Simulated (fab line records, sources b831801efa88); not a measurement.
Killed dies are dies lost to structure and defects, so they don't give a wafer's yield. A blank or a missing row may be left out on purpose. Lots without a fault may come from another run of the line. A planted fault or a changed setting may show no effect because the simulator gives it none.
fab line records | flow sky130
record lots=6 wafers=18 last_day=49
route steps=708 shown RES_PROTECT@211 POLY_GATE@213 PAD_OPEN@708
lots that met no fault: from a run of the same line without faults
start_h: hours from the record's first day to the start of the lot's first wafer shown | wait_h: hours since the lot's step before | " the same as in the row above | L1.1+2: a row that stands for several wafers | - no value, or no start given | * or withheld: withheld | < > ~ a bound
route shown NAME@n: a module of which the file shows steps, and the number in the route of the first | usual: mean/standard deviation of fault-free wafers | same: alike in all rows | chamber/n: place in a boat | sites: the reading at each site | _std_site: their standard deviation | _edge_site: outer sites' mean less inner sites' | radius_mm: how far each site lies from the wafer's centre | mask NAME#n: copy n | behind: the tool/chamber that last shaped the wafer | hold: why the lot was held/for how many hours/how that ended | device: the transistor (n, p or np) that didn't switch | end of line: the same wafers' tests at the end of the route | a step without rows: its recipe alone | killed: dies lost to structure and defects at the first sort, not the wafer's yield | map: a wafer's dies, x killed, . not, _ none there
set.NAME: the setting as run; set.NAME@STEP: as run at that earlier step | model.NAME: the simulator's own value behind a step, which no gauge read
lots at some steps of the route; a table a step, a row a wafer
services: from which hour (start_h, from the record's first day; less than 0 if before it) a tool's chamber was out of use, for how many hours, and why
## steps
# step SKY_RES_PROTECT_PEB_05
# recipe temp_c=withheld time_s=* resist=NOVOLAK
# step SKY_RES_PROTECT_DEVELOP_06
# recipe resist=NOVOLAK developer=TMAH develop_time_s=60 dev_temp_c=23
# step SKY_POLY_GATE_IMPLANT_02
# recipe species=P energy_kev=30 dose_cm2=7.7e+15 tilt_deg=0
# step SKY_RES_PROTECT_STRIP_07
# recipe chemistry=O2/N2 power_w=1400 pressure_mtorr=1500 platen_temp_c=withheld o2_flow_sccm=3000 n2_flow_sccm=300 overash_fraction=0.5
# usual drypump_motor_current_A=6.15/0.27 oes_product_au=0.518/0.0048 strip_time_to_endpoint_s=23.29/0.041
# columns lot.wafer tool chamber start_h wait_h drypump_motor_current_A oes_product_au rf_hours_counter_h strip_time_to_endpoint_s
L443.1 plasma_asher-03 1 399.61 0.1 6.16 0.514 69 23.32
L443.2 " 0 " " 5.98 0.518 69 23.26
L443.6 " 0 " " 5.97 0.520 - 23.28
L445.1 plasma_asher-02 0 418.96 0.1 5.75 0.523 71 23.28
L445.3 " 1 " " 6.52 0.521 - 23.30
L445.5 " 1 " " 6.53 0.523 - 23.31
L450.3 plasma_asher-02 0 463.89 0.1 5.76 0.521 - 23.25
L450.4 " 1 " " 6.51 0.512 - 23.24
L450.5 " 1 " " 6.52 0.516 - 23.23
L452.1 plasma_asher-02 0 478.94 0.1 5.76 0.528 78 23.34
L452.2 " 1 " " 6.51 0.515 78 23.30
L452.3 " 1 " " 6.53 0.528 - 23.33
L454.1 plasma_asher-03 0 498.09 0.1 5.97 0.512 6 23.32
L454.2 " 1 " " 6.14 0.520 6 23.32
L454.5 " 1 " " 6.18 0.513 - 23.30
L455.1 plasma_asher-02 1 511.16 0.1 6.51 0.522 81 23.38
L455.4 " 1 " " 6.52 0.519 - 23.32
L455.6 " 0 " " 5.76 0.522 - 23.41
# step SKY_RES_PROTECT_TW_MEAS_08
# usual POLY_GATE_TW=4054/43
# columns lot.wafer tool chamber start_h wait_h POLY_GATE_TW
L443.1 film_metro-01 - 399.71 0.1 4112
L443.2 " - " " 4083
L443.6 " - " " 4109
L445.1 film_metro-03 - 419.06 0.1 4107
L445.3 " - " " 4116
L445.5 " - " " 4103
L450.3 film_metro-02 - 463.98 0.1 4014
L450.4 " - " " 4030
L450.5 " - " " 4035
L452.1 film_metro-02 - 479.04 0.1 3995
L452.2 " - " " 4026
L452.3 " - " " 4015
L454.1 film_metro-02 - 498.19 0.1 3995
L454.2 " - " " 4001
L454.5 " - " " 4018
L455.1 film_metro-02 - 511.26 0.1 4027
L455.4 " - " " 4008
L455.6 " - " " 4030
# step SKY_RES_PROTECT_CLEAN_09
# recipe chemistry=SC1/SC2 mix=1:4:20 temp_c=70 time_s=150 dry=n2_spin
# step SKY_POLY_GATE_CVD_03
# recipe material=Si3N4 precursor=DCS/NH3 target_thk_nm=75 temp_c=770 time_s=1290 pressure_mtorr=250
# step SKY_POLY_GATE_THK_MEAS_04
# recipe reads=Si3N4_of_POLY_GATE_CVD_03
# usual POLY_GATE_CVD_03_THK=74.5/0.78
# columns lot.wafer tool chamber start_h wait_h POLY_GATE_CVD_03_THK[nm]
L443.1 film_metro-02 - 405.55 0.0 74.6
L443.2 " - " " 75.0
L443.6 " - " " 74.8
L445.1 film_metro-04 - 420.53 0.0 74.3
L445.3 " - " " 74.4
L445.5 " - " " 73.6
L450.3 film_metro-03 - 470.02 0.0 74.0
L450.4 " - " " 73.8
L450.5 " - " " 74.1
L452.1 film_metro-04 - 480.94 0.0 74.9
L452.2 " - " " 74.9
L452.3 " - " " 74.5
L454.1 film_metro-02 - 499.66 0.0 74.0
L454.2 " - " " 74.7
L454.5 " - " " 73.9
L455.1 film_metro-04 - 514.19 0.0 73.3
L455.4 " - " " 74.3
L455.6 " - " " 74.5
# step SKY_POLY_GATE_DEHYDRATE_05
# recipe temp_c=200 time_s=60
# step SKY_POLY_GATE_HMDS_06
# recipe prime_time_s=60 prime_temp_c=120
# step SKY_POLY_GATE_COAT_07
# recipe resist=BARC temp_c=withheld time_s=withheld spin_rpm=3000 resist_thk_nm=110
# step SKY_POLY_GATE_COAT_08
# recipe resist=KrF-thick spin_rpm=3000 resist_thk_nm=450
# step SKY_POLY_GATE_SOFTBAKE_09
# recipe temp_c=100 time_s=90 resist=KrF-thick
# usual heater_power_total_W=57.35/0.11 plate_temp_C=100.00/0.14
# columns lot.wafer tool chamber start_h wait_h heater_power_total_W plate_temp_C
L443.1 litho_track-02 0 420 - 57.27 99.99
L443.2 " 0 " " 57.30 99.96
L443.6 " 0 " " 57.28 100.21
L445.1 litho_track-03 0 435 - 57.19 100.27
L445.3 " 0 " " 57.39 99.95
L445.5 " 0 " " 57.37 100.40
L450.3 litho_track-03 0 485 - 52.36 93.56
L450.4 " 0 " " 52.16 93.58
L450.5 " 0 " " 52.31 93.51
L452.1 litho_track-03 0 497 - 52.16 93.50
L452.2 " 0 " " 52.35 93.50
L452.3 " 0 " " 52.27 93.67
L454.1 litho_track-02 0 514 - 57.46 99.89
L454.2 " 0 " " 57.28 100.03
L454.5 " 0 " " 57.16 100.14
L455.1 litho_track-04 0 530 - 57.24 100.03
L455.4 " 0 " " 57.38 100.00
L455.6 " 0 " " 57.52 99.77
# step SKY_POLY_GATE_EXPOSE_10
# recipe mask_id=P1M na=0.68 source_shape=conventional sigma_outer=0.6 target_cd_nm=150 dose_mj=28
# step SKY_POLY_GATE_PEB_11
# recipe peb_temp_c=withheld peb_time_s=withheld resist=KrF-thick
# step SKY_POLY_GATE_DEVELOP_12
# recipe develop_time_s=60 resist=KrF-thick dev_temp_c=21
# columns lot.wafer tool chamber start_h wait_h model.KrF-thick_of_POLY_GATE_COAT_08.thk_nm
L443.1 litho_track-02 0 - - 437.4
L443.2 " 0 " " 439
L443.6 " 0 " " 438.3
L445.1 litho_track-03 0 - - 434.5
L445.3 " 0 " " 434.2
L445.5 " 0 " " 434.3
L450.3 litho_track-02 0 - - 440.6
L450.4 " 0 " " 440.5
L450.5 " 0 " " 439.1
L452.1 litho_track-03 0 - - 442
L452.2 " 0 " " 441.5
L452.3 " 0 " " 441.9
L454.1 litho_track-04 0 - - 437.5
L454.2 " 0 " " 436.8
L454.5 " 0 " " 436.5
L455.1 litho_track-03 0 - - 434.9
L455.4+6 " 0 " " 435.7
# step SKY_POLY_GATE_CD_MEAS_13
# recipe target_cd_nm=150
# usual cd_nm=150.0/1.2
# columns lot.wafer tool chamber start_h wait_h cd_nm
L443.1 cd_sem-01 - 436.06 - 149.7
L443.2 " - " " 150.1
L443.6 " - " " 150.0
L445.1 cd_sem-01 - 450.65 - 150.1
L445.3 " - " " 151.0
L445.5 " - " " 150.8
L450.3 cd_sem-02 - 500.95 - 153.9
L450.4 " - " " 153.2
L450.5 " - " " 153.1
L452.1 cd_sem-02 - 511.80 - 153.9
L452.2 " - " " 153.5
L452.3 " - " " 153.7
L454.1 cd_sem-02 - 530.66 - 151.6
L454.2 " - " " 152.9
L454.5 " - " " 151.4
L455.1 cd_sem-01 - 544.90 - 149.6
L455.4 " - " " 149.0
L455.6 " - " " 149.9
# step SKY_POLY_GATE_OVL_MEAS_14
# usual POLY_GATE_OVL=-4/5.6
# columns lot.wafer tool chamber start_h wait_h POLY_GATE_OVL[nm]
L443.1 overlay-01 - 436.18 0.1 -10
L443.2 " - " " -9
L443.6 " - " " -4
L445.1 overlay-02 - 450.77 0.1 -4
L445.3 " - " " -2
L445.5 " - " " -1
L450.3 overlay-02 - 501.04 0.1 -10
L450.4 " - " " -5
L450.5 " - " " 7
L452.1 overlay-01 - 511.92 0.1 3
L452.2 " - " " -2
L452.3 " - " " 0
L454.1 overlay-02 - 530.78 0.1 -9
L454.2 " - " " -8
L454.5 " - " " -10
L455.1 overlay-01 - 545.02 0.1 -1
L455.4 " - " " -7
L455.6 " - " " -2
# step SKY_POLY_GATE_ETCH_15
# recipe chemistry=N2/H2 target=BARC ion_energy_ev=200 source_w=500 bias_w=100 pressure_mtorr=30 n2_flow_sccm=100 h2_flow_sccm=200 stop_on=SiO2 time_s=118.5 target_depth_a=1100
# usual drypump_motor_current_A=5.6/0.5 oes_product_au=0.716/0.0043 throttle_valve_pct=13.212/0.0091
# columns lot.wafer tool chamber start_h wait_h drypump_motor_current_A oes_product_au rf_hours_counter_h throttle_valve_pct model.KrF-thick_of_POLY_GATE_COAT_08.thk_nm
L443.1 rie_diel-01 3 436.21 0.0 4.9 0.720 2 13.218 345.5
L443.2 " 0 " " 6.4 0.721 8 13.214 348.3
L443.6 " 2 " " 5.6 0.720 - 13.222 347.3
L445.1 rie_diel-01 3 450.80 0.0 4.9 0.716 2 13.229 343
L445.3 " 1 " " 5.9 0.714 13 13.209 342.8
L445.5 " 1 " " 5.9 0.718 - 13.210 344.2
L450.3 rie_diel-03 2 501.06 0.0 5.5 0.711 87 13.209 348.7
L450.4 " 0 " " 6.1 0.706 78 13.224 348.1
L450.5 " 0 " " 6.1 0.719 - 13.205 347.2
L452.1 rie_diel-02 3 511.95 0.0 5.3 0.714 87 13.204 348.7
L452.2 " 0 " " 5.9 0.713 80 13.221 349.4
L452.3 " 1 " " 4.7 0.719 1 13.214 351.5
L454.1 rie_diel-02 2 530.81 0.0 5.6 0.724 0 13.193 346.7
L454.2 " 0 " " 5.8 0.714 81 13.207 343.8
L454.5 " 1 " " 4.7 0.720 - 13.209 345.1
L455.1 rie_diel-03 0 545.05 0.0 6.1 0.718 79 13.216 343
L455.4 " 3 " " 5.5 0.722 - 13.226 343.4
L455.6 " 1 " " 6.4 0.720 - 13.235 342.9
# step SKY_POLY_GATE_ETCH_16
# recipe stop_on=poly-Si chemistry=CH3F/O2 target=Si3N4 source_w=400 bias_w=80 pressure_mtorr=25 ch3f_flow_sccm=40 O2_flow_sccm=30 time_s=147.5 target_depth_a=750
# usual ch3f_flow_sccm=40.00/0.12 drypump_motor_current_A=5.6/0.5 oes_product_au=0.638/0.0052 throttle_valve_pct=10.535/0.0091
# columns lot.wafer tool chamber start_h wait_h ch3f_flow_sccm drypump_motor_current_A oes_product_au rf_hours_counter_h throttle_valve_pct
L443.1 rie_diel-01 3 436.30 0.0 40.09 4.9 0.631 2 10.535
L443.2 " 0 " " 40.03 6.4 0.643 8 10.527
L443.6 " 2 " " 39.98 5.6 0.648 - 10.535
L445.1 rie_diel-01 3 450.89 0.0 40.01 4.9 0.637 2 10.527
L445.3 " 1 " " 40.00 5.9 0.640 13 10.534
L445.5 " 1 " " 40.03 5.9 0.642 - 10.537
L450.3 rie_diel-03 2 501.15 0.0 40.11 5.5 0.631 87 10.547
L450.4 " 0 " " 40.18 6.1 0.637 79 10.528
L450.5 " 0 " " 40.14 6.0 0.639 - 10.529
L452.1 rie_diel-02 1 512.08 0.1 39.98 4.7 0.632 1 10.536
L452.2 " 0 " " 39.93 5.8 0.631 80 10.533
L452.3 " 1 " " 39.85 4.7 0.641 - 10.531
L454.1 rie_diel-02 2 530.90 0.0 39.98 5.6 0.633 0 10.522
L454.2 " 0 " " 39.98 5.8 0.635 81 10.525
L454.5 " 1 " " 40.04 4.7 0.645 - 10.550
L455.1 rie_diel-03 0 545.14 0.0 39.96 6.1 0.628 80 10.529
L455.4 " 3 " " 39.94 5.5 0.638 - 10.540
L455.6 " 1 " " 40.17 6.3 0.635 - 10.538
# step SKY_PAD_OPEN_PROBE_99
# usual killed_at_M0_to_M3=44/6.8 killed_at_M4_up=3.2/1.7 killed_at_contacts=24/4.9 killed_at_front_end=14/4.1 killed_at_other=0.2/0.51 killed_dies=85/8.7 killed_open=46/6.8 killed_short=39/6.1
# same gross_dies=492 killed_at_back_side=0
# columns lot.wafer tool chamber start_h wait_h killed_at_M0_to_M3 killed_at_M4_up killed_at_contacts killed_at_front_end killed_at_other killed_dies killed_open killed_short
L443.1 prober-01 - 1115.52 0.1 48 4 18 13 0 83 45 38
L443.2 prober-01 - 1115.57 0.1 49 3 25 17 2 96 60 36
L443.6 prober-01 - 1115.77 0.2 50 4 14 20 1 89 45 44
L445.1 prober-01 - 1131.54 0.1 35 3 15 17 0 70 38 32
L445.3 prober-01 - 1131.64 0.2 41 3 29 11 0 84 47 37
L445.5 prober-01 - 1131.74 0.2 37 3 26 16 0 82 44 38
L450.3 prober-02 - 1168.32 0.2 36 2 27 15 0 80 36 44
L450.4 prober-02 - 1168.37 0.2 38 4 25 11 1 79 40 39
L450.5 prober-02 - 1168.42 0.2 47 2 25 18 0 92 55 37
L452.1 prober-02 - 1171.22 0.1 49 7 14 16 1 87 43 44
L452.2 prober-02 - 1171.27 0.1 41 3 24 13 0 81 37 44
L452.3 prober-02 - 1171.32 0.2 35 5 25 15 0 80 48 32
L454.1 prober-02 - 1174.31 0.1 35 0 26 17 0 78 38 40
L454.2 prober-02 - 1174.36 0.1 43 2 31 15 0 91 44 47
L454.5 prober-02 - 1174.51 0.2 44 1 26 14 0 85 58 27
L455.1 prober-02 - 1184.41 0.1 33 0 31 7 1 72 44 28
L455.4 prober-02 - 1184.56 0.2 34 6 19 12 0 71 37 34
L455.6 prober-02 - 1184.66 0.2 54 4 22 11 0 91 59 32
# killed by level:class
L443.1 VIA1:geometric_particle:open=13 CONTACT:geometric_particle:open=12 VIA1:geometric_particle:short=10 VIA3:geometric_particle:open=7 SPACER:geometric_particle:short=4 VIA2:geometric_particle:open=4 FIELD_ISO:geometric_particle:short=3 POLY_GATE:geometric_particle:short=3
L443.2 VIA1:geometric_particle:open=14 CONTACT:geometric_particle:open=10 FIELD_ISO:geometric_particle:open=8 VIA2:geometric_particle:open=8 VIA1:geometric_particle:short=8 SPACER:geometric_particle:open=5 CONTACT:geometric_particle:short=5 VIA3:geometric_particle:open=5
L443.6 VIA1:geometric_particle:open=16 POLY_GATE:geometric_particle:short=8 VIA2:geometric_particle:open=7 VIA3:geometric_particle:open=6 VIA1:geometric_particle:short=6 FIELD_ISO:geometric_particle:open=5 LI_CONTACT:geometric_particle:open=5 METAL2:geometric_particle:short=5
L445.1 VIA1:geometric_particle:open=11 FIELD_ISO:geometric_particle:open=7 CONTACT:geometric_particle:open=6 FIELD_ISO:geometric_particle:short=5 VIA1:geometric_particle:short=5 VIA2:geometric_particle:short=4 LI_CONTACT:geometric_particle:open=4 CONTACT:geometric_particle:short=3
L445.3 CONTACT:geometric_particle:open=12 VIA3:geometric_particle:open=9 VIA2:geometric_particle:open=8 LI_CONTACT:geometric_particle:open=7 CONTACT:geometric_particle:short=7 FIELD_ISO:geometric_particle:open=5 FIELD_ISO:geometric_particle:short=4 METAL1:geometric_particle:short=4
L445.5 VIA1:geometric_particle:open=10 CONTACT:geometric_particle:open=9 VIA3:geometric_particle:open=9 FIELD_ISO:geometric_particle:short=6 LOCAL_INTERCONNECT:geometric_particle:short=5 CONTACT:geometric_particle:short=4 METAL2:geometric_particle:short=4 POLY_GATE:geometric_particle:short=3
L450.3 CONTACT:geometric_particle:open=7 LI_CONTACT:geometric_particle:open=7 VIA3:geometric_particle:open=7 LOCAL_INTERCONNECT:geometric_particle:short=7 FIELD_ISO:geometric_particle:short=5 VIA2:geometric_particle:open=5 METAL1:geometric_particle:short=5 VIA1:geometric_particle:short=5
L450.4 VIA1:geometric_particle:open=7 VIA3:geometric_particle:open=7 LI_CONTACT:geometric_particle:open=6 LI_CONTACT:geometric_particle:short=6 VIA2:geometric_particle:open=5 CONTACT:geometric_particle:short=5 METAL2:geometric_particle:short=5 FIELD_ISO:geometric_particle:short=4
L450.5 VIA1:geometric_particle:open=10 CONTACT:geometric_particle:open=10 METAL1:geometric_particle:short=9 FIELD_ISO:geometric_particle:open=8 METAL2:geometric_particle:short=7 METAL1:geometric_particle:open=6 FIELD_ISO:geometric_particle:short=4 LI_CONTACT:geometric_particle:open=4
L452.1 VIA1:geometric_particle:open=11 METAL1:geometric_particle:short=7 VIA1:geometric_particle:short=7 VIA3:geometric_particle:open=7 METAL4:geometric_particle:short=6 CONTACT:geometric_particle:open=6 VIA2:geometric_particle:short=6 METAL2:geometric_particle:short=5
L452.2 CONTACT:geometric_particle:open=8 VIA1:geometric_particle:open=8 CONTACT:geometric_particle:short=6 METAL1:geometric_particle:short=6 VIA3:geometric_particle:open=6 VIA1:geometric_particle:short=5 METAL2:geometric_particle:short=5 FIELD_ISO:geometric_particle:short=4
L452.3 VIA1:geometric_particle:open=11 CONTACT:geometric_particle:open=9 FIELD_ISO:geometric_particle:open=5 LI_CONTACT:geometric_particle:short=4 VIA2:geometric_particle:open=4 METAL1:geometric_particle:short=4 VIA3:geometric_particle:open=4 POLY_GATE:geometric_particle:short=3
L454.1 LI_CONTACT:geometric_particle:open=7 VIA1:geometric_particle:open=7 VIA2:geometric_particle:open=7 CONTACT:geometric_particle:short=6 LOCAL_INTERCONNECT:geometric_particle:short=5 CONTACT:geometric_particle:open=5 VIA3:geometric_particle:short=5 FIELD_ISO:geometric_particle:short=4
L454.2 LI_CONTACT:geometric_particle:open=9 FIELD_ISO:geometric_particle:open=7 CONTACT:geometric_particle:open=7 METAL2:geometric_particle:short=7 VIA3:geometric_particle:open=7 LOCAL_INTERCONNECT:geometric_particle:short=6 VIA1:geometric_particle:open=6 LI_CONTACT:geometric_particle:short=5
L454.5 LI_CONTACT:geometric_particle:open=13 VIA2:geometric_particle:open=12 CONTACT:geometric_particle:open=10 VIA1:geometric_particle:open=8 VIA3:geometric_particle:open=6 METAL2:geometric_particle:short=5 METAL1:geometric_particle:short=4 FIELD_ISO:geometric_particle:open=3
L455.1 CONTACT:geometric_particle:open=10 VIA1:geometric_particle:open=10 LI_CONTACT:geometric_particle:open=8 LI_CONTACT:geometric_particle:short=6 METAL2:geometric_particle:short=6 VIA2:geometric_particle:open=6 LOCAL_INTERCONNECT:geometric_particle:short=4 POLY_GATE:geometric_particle:open=3
L455.4 VIA1:geometric_particle:open=11 CONTACT:geometric_particle:open=8 VIA1:geometric_particle:short=7 FIELD_ISO:geometric_particle:open=4 VIA3:geometric_particle:open=4 METAL4:geometric_particle:short=4 FIELD_ISO:geometric_particle:short=3 LI_CONTACT:geometric_particle:short=3
L455.6 VIA1:geometric_particle:open=13 CONTACT:geometric_particle:open=10 VIA3:geometric_particle:open=10 VIA2:geometric_particle:open=9 METAL2:geometric_particle:short=7 LI_CONTACT:geometric_particle:open=7 VIA1:geometric_particle:short=5 FIELD_ISO:geometric_particle:open=4
## services
# columns tool chamber start_h hours kind
rie_diel-03 0 377.73 2.6 repair
rie_diel-02 3 380.76 6.4 repair
rie_diel-03 0 405.81 12.5 repair
rie_diel-02 1 407.01 - clean
rie_diel-02 1 407.01 19.2 scheduled_down
rie_diel-02 1 407.01 19.2 vent_cycle
rie_diel-01 3 414.32 2.3 repair
plasma_asher-03 - 421.25 9.0 pm
plasma_asher-02 - 427.84 1.3 repair
plasma_asher-03 - 443.47 3.0 repair
rie_diel-03 0 459.39 7.7 repair
rie_diel-03 3 461.70 2.8 repair
rie_diel-02 1 468.76 31.3 repair
rie_diel-03 3 483.04 7.7 repair
rie_diel-02 2 500.09 - clean
rie_diel-02 2 500.09 17.0 scheduled_down
rie_diel-02 2 500.09 17.0 vent_cycle
plasma_asher-03 - 507.16 1.3 repair
rie_diel-01 2 510.06 13.7 repair
rie_diel-02 3 525.51 - clean
rie_diel-02 3 525.51 12.6 scheduled_down
plasma_asher-02 - 530.22 2.8 pm
plasma_asher-02 - 535.48 1.8 repair
rie_diel-02 - 541.56 2.8 pm
## key
first_sign step=SKY_POLY_GATE_SOFTBAKE_09 reading=heater_power_total_W direction=down sigmas=47 usual=* struck=*
effect step=SKY_POLY_GATE_SOFTBAKE_09 reading=plate_temp_C direction=down sigmas=45 usual=* struck=*
model_effect step=SKY_POLY_GATE_DEVELOP_12 value=KrF-thick_of_POLY_GATE_COAT_08.thk_nm without=436.9 struck=440.9
model_effect step=SKY_POLY_GATE_ETCH_15 value=KrF-thick_of_POLY_GATE_COAT_08.thk_nm without=344.9 struck=348.9
met_at SKY_POLY_GATE_SOFTBAKE_09
struck_wafers L450.3,L450.4,L450.5,L452.1,L452.2,L452.3
tester_left_out L450,L452
onset_between 435 485
fault kind=process_parameter_drift tool=litho_track-03 chamber=- onset_h=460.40 steps=SKY_POLY_GATE_SOFTBAKE_09 channel=temp_c offset=* shape=step end_h=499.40 acts_in=* stated=*
# tester_left_out: of these lots the tester's yield and bins aren't shown, on N5 and GAA mostly nor the transistor test; their killed dies are dies lost to structure and defects alone, not to doping, threshold or leakage, so they don't give the yield
